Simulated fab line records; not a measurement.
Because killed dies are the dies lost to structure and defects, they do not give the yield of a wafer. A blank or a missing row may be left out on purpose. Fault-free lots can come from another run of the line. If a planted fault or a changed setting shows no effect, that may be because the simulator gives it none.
The tool behind it: which one? || flow sky130 || at 1 step of a route of 708, 14 lots with 42 wafers sampled

== WHAT EACH GAUGE READ, for each wafer ==
Not one reading of a measure or inspect step in the record can be checked against a usual standard deviation.

== WHAT TOOL EACH LOT RAN ON (gives the tool, then ch and the chambers of the sampled wafers, and finally the start) ==
{"lot": "L329", "SKY_LDD_LDN_IMPLANT_10": "implanter-04 ch 0, day 23 05:02"}
{"lot": "L330", "SKY_LDD_LDN_IMPLANT_10": "implanter-04 ch 0, day 23 18:35"}
{"lot": "L332", "SKY_LDD_LDN_IMPLANT_10": "implanter-03 ch 0, day 24 10:56"}
{"lot": "L333", "SKY_LDD_LDN_IMPLANT_10": "implanter-01 ch 0, day 25 00:27"}
{"lot": "L334", "SKY_LDD_LDN_IMPLANT_10": "implanter-03 ch 0, day 25 01:14"}
{"lot": "L337", "SKY_LDD_LDN_IMPLANT_10": "implanter-04 ch 0, day 26 00:08"}
{"lot": "L336", "SKY_LDD_LDN_IMPLANT_10": "implanter-01 ch 0, day 26 00:30"}
{"lot": "L340", "SKY_LDD_LDN_IMPLANT_10": "implanter-01 ch 0, day 27 11:48"}
{"lot": "L342", "SKY_LDD_LDN_IMPLANT_10": "implanter-01 ch 0, day 27 16:35"}
{"lot": "L346", "SKY_LDD_LDN_IMPLANT_10": "implanter-03 ch 0, day 29 02:05"}
{"lot": "L348", "SKY_LDD_LDN_IMPLANT_10": "implanter-04 ch 0, day 29 06:29"}
{"lot": "L349", "SKY_LDD_LDN_IMPLANT_10": "implanter-04 ch 0, day 29 23:13"}
{"lot": "L350", "SKY_LDD_LDN_IMPLANT_10": "implanter-03 ch 0, day 30 00:47"}
{"lot": "L352", "SKY_LDD_LDN_IMPLANT_10": "implanter-03 ch 0, day 30 15:38"}
- SKY_LDD_LDN_IMPLANT_10

== AS READ BY THE TOOLS THEMSELVES (means over the sampled wafers that have a number; for cases with no such wafer, the mark the record gives instead) ==
SKY_LDD_LDN_IMPLANT_10. Usual: beam_energy_keV 15.000, standard deviation 0.0046; faraday_current_uA 70.4, standard deviation 1.4; rotation_deg 202.99 degrees, standard deviation 0.047.
{"lot": "L329", "tool": "implanter-04", "beam_energy_keV": 15.002, "faraday_current_uA": 70.9, "rotation_deg (degrees)": 202.99, "flag": ""}
{"lot": "L330", "tool": "implanter-04", "beam_energy_keV": 15.000, "faraday_current_uA": 69.7, "rotation_deg (degrees)": 203.04, "flag": ""}
{"lot": "L332", "tool": "implanter-03", "beam_energy_keV": 14.999, "faraday_current_uA": 71.1, "rotation_deg (degrees)": 202.99, "flag": ""}
{"lot": "L333", "tool": "implanter-01", "beam_energy_keV": 15.001, "faraday_current_uA": 70.4, "rotation_deg (degrees)": 203.02, "flag": ""}
{"lot": "L334", "tool": "implanter-03", "beam_energy_keV": 15.002, "faraday_current_uA": 68.8, "rotation_deg (degrees)": 202.97, "flag": ""}
{"lot": "L337", "tool": "implanter-04", "beam_energy_keV": 15.004, "faraday_current_uA": 71.1, "rotation_deg (degrees)": 202.93, "flag": ""}
{"lot": "L336", "tool": "implanter-01", "beam_energy_keV": 15.002, "faraday_current_uA": 70.8, "rotation_deg (degrees)": 202.98, "flag": ""}
{"lot": "L340", "tool": "implanter-01", "beam_energy_keV": 15.384, "faraday_current_uA": 70.2, "rotation_deg (degrees)": 202.96, "flag": "OFF"}
{"lot": "L342", "tool": "implanter-01", "beam_energy_keV": 15.386, "faraday_current_uA": 70.6, "rotation_deg (degrees)": 203.03, "flag": "OFF"}
{"lot": "L346", "tool": "implanter-03", "beam_energy_keV": 15.002, "faraday_current_uA": 71.0, "rotation_deg (degrees)": 202.98, "flag": ""}
{"lot": "L348", "tool": "implanter-04", "beam_energy_keV": 14.996, "faraday_current_uA": 69.7, "rotation_deg (degrees)": 203.03, "flag": ""}
{"lot": "L349", "tool": "implanter-04", "beam_energy_keV": 15.003, "faraday_current_uA": 69.8, "rotation_deg (degrees)": 202.96, "flag": ""}
{"lot": "L350", "tool": "implanter-03", "beam_energy_keV": 15.002, "faraday_current_uA": 71.1, "rotation_deg (degrees)": 203.00, "flag": ""}
{"lot": "L352", "tool": "implanter-03", "beam_energy_keV": 14.999, "faraday_current_uA": 71.5, "rotation_deg (degrees)": 202.99, "flag": ""}

== THE ANSWER, worked out from the rows above alone ==
Rule: lot off if the mean of its wafers having a number is beyond 3 standard deviations from the usual mean. Also off: a lot with no number at a reading for which 4 or more lots have one. Any other lot the step has rows for is counted as sound. First the gauges in route order, then the tools' own readings, where a lot's mean is used as printed above. At the first step where some lot is off, the reading lying furthest off is the one used; lots without a number count as furthest.
Off at SKY_LDD_LDN_IMPLANT_10 (beam_energy_keV): L340, L342.
If a tool, at that step or one of the process steps before it, ran each lot that is off and ran no sound lot following the first of them, it fits. One fits: implanter-01 at SKY_LDD_LDN_IMPLANT_10. Its last sound lot is L336 (day 26 00:30), its first lot that is off L340 (day 27 11:48): a fault that began between those two fits.
The tool's own readings at SKY_LDD_LDN_IMPLANT_10 bear it out: on the lots that are off they differ by more than 5 times the standard deviation of the sound lots' means. beam_energy_keV reads 15.385 there against 15.001 on the sound lots.

== WHAT THE SIMULATOR HAD PUT IN ==
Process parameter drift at SKY_LDD_LDN_IMPLANT_10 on implanter-01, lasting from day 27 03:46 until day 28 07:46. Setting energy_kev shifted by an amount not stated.
Shown lots that were struck: L340, L342. Same finding as the rule above.
